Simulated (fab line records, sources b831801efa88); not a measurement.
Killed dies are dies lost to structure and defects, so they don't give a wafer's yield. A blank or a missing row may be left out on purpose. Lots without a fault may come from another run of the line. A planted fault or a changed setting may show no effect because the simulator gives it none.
Which tool did it? | flow sky130 | 24 lots, 72 wafers sampled, at 6 steps of a route of 708

WHAT THE GAUGES READ, wafer by wafer
SKY_LI_CONTACT_CD_MEAS_12: target cd 170 nm. Usual: cd_nm 170.0 nm, standard deviation 1.2.
lot  | measured     | on        | cd_nm (nm)        | flag
L074 | day 29 08:21 | cd_sem-02 | 170.9 171.4 172.2 |
L075 | day 29 13:57 | cd_sem-02 | 168.8 169.0 166.3 |
L076 | day 29 23:57 | cd_sem-01 | 168.6 169.9 169.0 |
L078 | day 30 09:15 | cd_sem-01 | 170.3 170.1 171.6 |
L077 | day 30 11:25 | cd_sem-02 | 170.4 171.6 170.7 |
L079 | day 31 06:22 | cd_sem-01 | 168.0 170.3 168.6 |
L080 | day 31 09:35 | cd_sem-01 | 170.1 169.3 169.8 |
L081 | day 31 17:59 | cd_sem-01 | 169.4 170.5 170.2 |
L082 | day 31 20:23 | cd_sem-02 | 171.8 170.9 172.2 |
L083 | day 32 04:08 | cd_sem-01 | 171.0 171.4 169.8 |
L084 | day 32 21:13 | cd_sem-02 | 171.3 169.6 171.5 |
L085 | day 32 22:31 | cd_sem-01 | 169.7 169.7 169.7 |
L086 | day 33 08:42 | cd_sem-02 | 171.6 170.1 169.8 |
L087 | day 33 16:07 | cd_sem-01 | 168.9 170.9 169.2 |
L088 | day 34 02:31 | cd_sem-02 | 168.6 170.7 170.0 |
L089 | day 34 11:05 | cd_sem-01 | 168.3 168.6 169.4 |
L090 | day 34 21:55 | cd_sem-02 | 172.9 170.7 173.2 |
L091 | day 34 22:26 | cd_sem-02 | 169.9 170.4 169.7 |
L092 | day 35 10:37 | cd_sem-02 | 170.2 168.4 168.0 |
L093 | day 35 19:37 | cd_sem-01 | 169.9 169.7 170.1 |
L094 | day 36 06:11 | cd_sem-02 | 168.8 168.3 170.3 |
L097 | day 36 16:58 | cd_sem-02 | 169.6 169.3 168.9 |
L095 | day 36 17:59 | cd_sem-01 | 170.3 168.6 170.8 |
L096 | day 36 20:19 | cd_sem-01 | 170.7 170.5 170.0 |

SKY_LI_CONTACT_RS_MEAS_22: measures by four-point-probe. Usual: LI_CONTACT_W_RS 0.286 ohm/sq, standard deviation 0.0033.
lot  | measured     | on            | LI_CONTACT_W_RS (ohm/sq) | flag
L074 | day 29 09:11 | film_metro-02 | 0.285 0.286 0.286        |
L075 | day 29 14:47 | film_metro-02 | 0.286 0.281 0.295        |
L076 | day 30 00:49 | film_metro-04 | 0.284 0.285 0.279        |
L078 | day 30 10:05 | film_metro-02 | 0.288 0.285 0.285        |
L077 | day 30 12:15 | film_metro-04 | 0.283 0.279 0.280        |
L079 | day 31 07:19 | film_metro-04 | 0.286 0.290 0.286        |
L080 | day 31 10:34 | film_metro-03 | 0.283 0.285 0.283        |
L081 | day 31 18:50 | film_metro-02 | 0.289 0.285 0.289        |
L082 | day 31 21:13 | film_metro-02 | 0.279 0.284 0.283        |
L083 | day 32 04:59 | film_metro-02 | 0.287 0.285 0.286        |
L084 | day 32 22:03 | film_metro-02 | 0.285 0.284 0.286        |
L085 | day 32 23:21 | film_metro-03 | 0.283 0.292 0.289        |
L086 | day 33 09:37 | film_metro-02 | 0.285 0.283 0.289        |
L087 | day 33 16:58 | film_metro-04 | 0.283 0.289 0.283        |
L088 | day 34 03:21 | film_metro-03 | 0.286 0.289 0.287        |
L089 | day 34 11:56 | film_metro-02 | 0.282 0.282 0.288        |
L090 | day 34 22:45 | film_metro-04 | 0.284 0.289 0.283        |
L091 | day 34 23:16 | film_metro-03 | 0.284 0.288 0.282        |
L092 | day 35 11:28 | film_metro-03 | 0.291 0.288 0.286        |
L093 | day 35 20:27 | film_metro-02 | 0.289 0.286 0.289        |
L094 | day 36 07:11 | film_metro-04 | 0.286 0.284 0.285        |
L097 | day 36 17:58 | film_metro-02 | 0.290 0.291 0.289        |
L095 | day 36 18:59 | film_metro-04 | 0.288 0.289 0.286        |
L096 | day 36 21:19 | film_metro-02 | 0.287 0.282 0.283        |

SKY_CAPM_OVL_MEAS_12. Usual: CAPM_OVL -0.7 nm, standard deviation 1.4.
lot  | measured     | on         | CAPM_OVL (nm)  | flag
L074 | day 37 17:14 | overlay-02 | 0.2 1.2 -1.2   |
L075 | day 37 22:23 | overlay-02 | -0.6 -0.2 -2.4 |
L076 | day 38 06:50 | overlay-01 | 0.2 -0.1 0.6   |
L078 | day 38 16:05 | overlay-02 | -1.7 -1.9 -1.8 |
L077 | day 38 20:38 | overlay-02 | 0.5 -0.2 -0.9  |
L079 | day 39 10:57 | overlay-02 | -0.5 -1.4 -0.2 |
L080 | day 39 11:47 | overlay-02 | -1.7 -0.7 -3.3 |
L081 | day 39 23:29 | overlay-01 | 1.3 0.1 -1.6   |
L082 | day 40 00:02 | overlay-01 | -2.2 -1.0 -1.4 |
L083 | day 40 06:47 | overlay-02 | -2.7 0.4 -1.1  |
L084 | day 40 22:22 | overlay-01 | -0.5 0.8 -1.7  |
L085 | day 41 00:32 | overlay-02 | 0.1 -0.6 -0.8  |
L086 | day 41 08:59 | overlay-02 | -1.2 -4.6 -2.9 |
L087 | day 41 12:35 | overlay-02 | -0.3 -0.3 -1.5 |
L088 | day 41 23:56 | overlay-02 | 0.5 1.0 1.7    |
L089 | day 42 08:23 | overlay-02 | 0.0 -1.2 -2.0  |
L090 | day 42 17:49 | overlay-01 | 1.1 0.7 1.6    |
L091 | day 42 17:41 | overlay-02 | -0.5 -1.4 -1.2 |
L092 | day 43 05:24 | overlay-01 | 0.3 -0.8 -0.1  |
L093 | day 43 13:31 | overlay-01 | -0.5 2.0 0.1   |
L094 | day 43 20:06 | overlay-01 | -1.2 -1.2 -2.7 |
L097 | day 44 08:12 | overlay-02 | -1.5 -4.7 -3.2 |
L095 | day 44 09:44 | overlay-02 | 0.7 -0.8 0.9   |
L096 | day 44 12:51 | overlay-02 | -0.6 -1.6 -0.5 |

SKY_PAD_OPEN_BOW_MEAS_13. Usual: PAD_OPEN_BOW 48 um, standard deviation 10.
lot  | measured     | on            | PAD_OPEN_BOW (um) | flag
L074 | day 46 00:14 | film_metro-01 | 46 49 47          |
L075 | day 46 08:53 | film_metro-02 | 55 54 48          |
L076 | day 46 12:24 | film_metro-01 | 44 46 39          |
L078 | day 46 18:07 | film_metro-01 | 49 58 64          |
L077 | day 46 21:40 | film_metro-01 | 47 58 55          |
L079 | day 47 12:00 | film_metro-02 | 64 55 52          |
L080 | day 47 12:46 | film_metro-02 | 56 63 43          |
L081 | day 47 20:24 | film_metro-03 | 38 33 53          |
L082 | day 47 22:53 | film_metro-01 | 46 45 39          |
L083 | day 48 01:23 | film_metro-03 | 52 40 48          |
L084 | day 48 13:13 | film_metro-02 | 31 25 41          |
L085 | day 48 14:49 | film_metro-03 | 42 37 45          |
L086 | day 49 00:22 | film_metro-03 | 53 47 59          |
L087 | day 49 03:49 | film_metro-01 | 45 43 32          |
L088 | day 49 09:22 | film_metro-02 | 43 46 39          |
L089 | day 49 16:35 | film_metro-01 | 54 48 55          |
L090 | day 50 00:58 | film_metro-01 | 39 48 30          |
L091 | day 49 23:28 | film_metro-03 | 42 53 49          |
L092 | day 50 07:51 | film_metro-03 | 58 66 66          |
L093 | day 50 14:40 | film_metro-01 | 40 31 35          |
L094 | day 50 19:43 | film_metro-01 | 38 44 46          |
L097 | day 51 04:29 | film_metro-02 | 42 33 33          |
L095 | day 51 03:01 | film_metro-03 | 68 52 44          |
L096 | day 51 06:03 | film_metro-01 | 57 39 35          |

WHICH TOOL RAN EACH LOT (tool, then ch and the chambers of the sampled wafers, then the start)
lot  | SKY_METAL2_METAL_ETCH_19          | SKY_VIA2_CVD_21
L074 | rie_metal-01 ch 0,1, day 35 09:41 | cvd_w-01 ch 0,1, day 36 14:23
L075 | rie_metal-04 ch 0, day 35 14:32   | cvd_w-02 ch 0,1, day 36 19:28
L076 | rie_metal-01 ch 0,1, day 35 23:44 | cvd_w-02 ch 0,1, day 37 03:52
L078 | rie_metal-01 ch 0,1, day 36 08:10 | cvd_w-02 ch 0,1, day 37 12:44
L077 | rie_metal-03 ch 0,1, day 36 13:17 | cvd_w-02 ch 0,1, day 37 17:34
L079 | rie_metal-03 ch 0, day 37 05:03   | cvd_w-01 ch 0,1, day 38 09:20
L080 | rie_metal-01 ch 0,1, day 37 06:35 | cvd_w-02 ch 0,1, day 38 09:58
L081 | rie_metal-03 ch 0, day 37 17:21   | cvd_w-02 ch 0,1, day 38 21:45
L082 | rie_metal-04 ch 0,1, day 37 18:13 | cvd_w-02 ch 0,1, day 38 22:22
L083 | rie_metal-03 ch 0, day 38 01:08   | cvd_w-02 ch 0,1, day 39 04:37
L084 | rie_metal-01 ch 1, day 38 18:52   | cvd_w-01 ch 0, day 39 22:01
L085 | rie_metal-03 ch 0, day 38 20:30   | cvd_w-02 ch 0, day 39 23:37
L086 | rie_metal-01 ch 1, day 39 05:01   | cvd_w-02 ch 0,1, day 40 08:10
L087 | rie_metal-04 ch 0,1, day 39 09:23 | cvd_w-02 ch 0,1, day 40 11:52
L088 | rie_metal-04 ch 0,1, day 39 19:35 | cvd_w-02 ch 0,1, day 40 22:58
L089 | rie_metal-04 ch 0,1, day 40 05:13 | cvd_w-01 ch 1, day 41 07:40
L090 | rie_metal-04 ch 0,1, day 40 15:29 | cvd_w-02 ch 0,1, day 41 17:20
L091 | rie_metal-03 ch 1, day 40 15:10   | cvd_w-01 ch 1, day 41 17:02
L092 | rie_metal-04 ch 0, day 41 02:55   | cvd_w-01 ch 0,1, day 42 05:05
L093 | rie_metal-03 ch 0,1, day 41 11:31 | cvd_w-01 ch 1, day 42 13:26
L094 | rie_metal-04 ch 0,1, day 41 19:46 | cvd_w-01 ch 1, day 42 21:59
L097 | rie_metal-04 ch 0,1, day 42 06:26 | cvd_w-02 ch 0,1, day 43 07:55
L095 | rie_metal-03 ch 0,1, day 42 06:31 | cvd_w-02 ch 0,1, day 43 08:11
L096 | rie_metal-03 ch 0,1, day 42 10:17 | cvd_w-01 ch 0,1, day 43 11:49
- SKY_METAL2_METAL_ETCH_19: etches the open film in Cl2/BCl3, stops on SiO2, target depth 360 nm, time 78 s.
- SKY_VIA2_CVD_21: deposits W, target thk 420 nm, time 126.4 s.

WHAT THE TOOLS THEMSELVES READ (means of the sampled wafers that have a number; where no wafer has one, the mark that the record gives instead)
SKY_METAL2_METAL_ETCH_19. Usual: bias_w 48.48 W, standard deviation 0.13; drypump_motor_current_A 5.6 A, standard deviation 0.5; oes_product_au 0.854 a.u., standard deviation 0.0063; throttle_valve_pct 22.264 %, standard deviation 0.0088.
lot  | tool         | bias_w (W) | drypump_motor_current_A (A) | oes_product_au (a.u.) | throttle_valve_pct (%) | flag
L074 | rie_metal-01 | 48.52      | 5.6                         | 0.849                 | 22.257                 |
L075 | rie_metal-04 | 48.29      | 6.2                         | 0.848                 | 22.270                 |
L076 | rie_metal-01 | 48.48      | 5.9                         | 0.859                 | 22.265                 |
L078 | rie_metal-01 | 48.59      | 5.6                         | 0.849                 | 22.266                 |
L077 | rie_metal-03 | 48.51      | 5.6                         | 0.857                 | 22.261                 |
L079 | rie_metal-03 | 48.53      | 5.4                         | 0.857                 | 22.263                 |
L080 | rie_metal-01 | 48.49      | 5.9                         | 0.857                 | 22.268                 |
L081 | rie_metal-03 | 48.53      | 5.4                         | 0.858                 | 22.259                 |
L082 | rie_metal-04 | 48.44      | 5.3                         | 0.854                 | 22.266                 |
L083 | rie_metal-03 | 48.46      | 5.4                         | 0.849                 | 22.260                 |
L084 | rie_metal-01 | 48.42      | 5.2                         | 0.849                 | 22.268                 |
L085 | rie_metal-03 | 48.48      | 5.4                         | 0.860                 | 22.259                 |
L086 | rie_metal-01 | 48.42      | 5.2                         | 0.856                 | 22.263                 |
L087 | rie_metal-04 | 48.54      | 5.3                         | 0.852                 | 22.265                 |
L088 | rie_metal-04 | 48.41      | 5.3                         | 0.856                 | 22.268                 |
L089 | rie_metal-04 | 48.45      | 5.8                         | 0.844                 | 22.273                 |
L090 | rie_metal-04 | 48.45      | 5.8                         | 0.857                 | 22.259                 |
L091 | rie_metal-03 | 48.56      | 6.1                         | 0.852                 | 22.262                 |
L092 | rie_metal-04 | 48.45      | 6.2                         | 0.856                 | 22.265                 |
L093 | rie_metal-03 | 48.46      | 5.9                         | 0.850                 | 22.261                 |
L094 | rie_metal-04 | 48.45      | 5.8                         | 0.848                 | 22.266                 |
L097 | rie_metal-04 | 48.34      | 5.3                         | 0.852                 | 22.262                 |
L095 | rie_metal-03 | 48.32      | 5.9                         | 0.863                 | 22.263                 |
L096 | rie_metal-03 | 48.70      | 5.6                         | 0.851                 | 22.273                 |

SKY_VIA2_CVD_21. Usual: heater_power_w 813 W, standard deviation 68.
lot  | tool     | heater_power_w (W) | flag
L074 | cvd_w-01 | 874                |
L075 | cvd_w-02 | 756                |
L076 | cvd_w-02 | 800                |
L078 | cvd_w-02 | 815                |
L077 | cvd_w-02 | 757                |
L079 | cvd_w-01 | 889                |
L080 | cvd_w-02 | 816                |
L081 | cvd_w-02 | 775                |
L082 | cvd_w-02 | 755                |
L083 | cvd_w-02 | 759                |
L084 | cvd_w-01 | 860                |
L085 | cvd_w-02 | 871                |
L086 | cvd_w-02 | 771                |
L087 | cvd_w-02 | 824                |
L088 | cvd_w-02 | 765                |
L089 | cvd_w-01 | 860                |
L090 | cvd_w-02 | 758                |
L091 | cvd_w-01 | 847                |
L092 | cvd_w-01 | 846                |
L093 | cvd_w-01 | 850                |
L094 | cvd_w-01 | 839                |
L097 | cvd_w-02 | 767                |
L095 | cvd_w-02 | 767                |
L096 | cvd_w-01 | 840                |

THE ANSWER, worked out from the rows above alone
Rule: a lot is off if the mean of its wafers that have a number lies more than 3 standard deviations from the usual mean. A lot without any number at a reading at which 4 lots or more have one is off too. The other lots that the step has rows for count as sound. The gauges are gone through in route order, then the tools' own readings, and for those a lot's mean is taken as printed above. The first step at which some lot is off is used, and at that step the reading that is off furthest; a lot without a number counts as furthest.
No lot is off at any reading shown: from this, nothing can be told.

WHAT THE SIMULATOR HAD PUT IN
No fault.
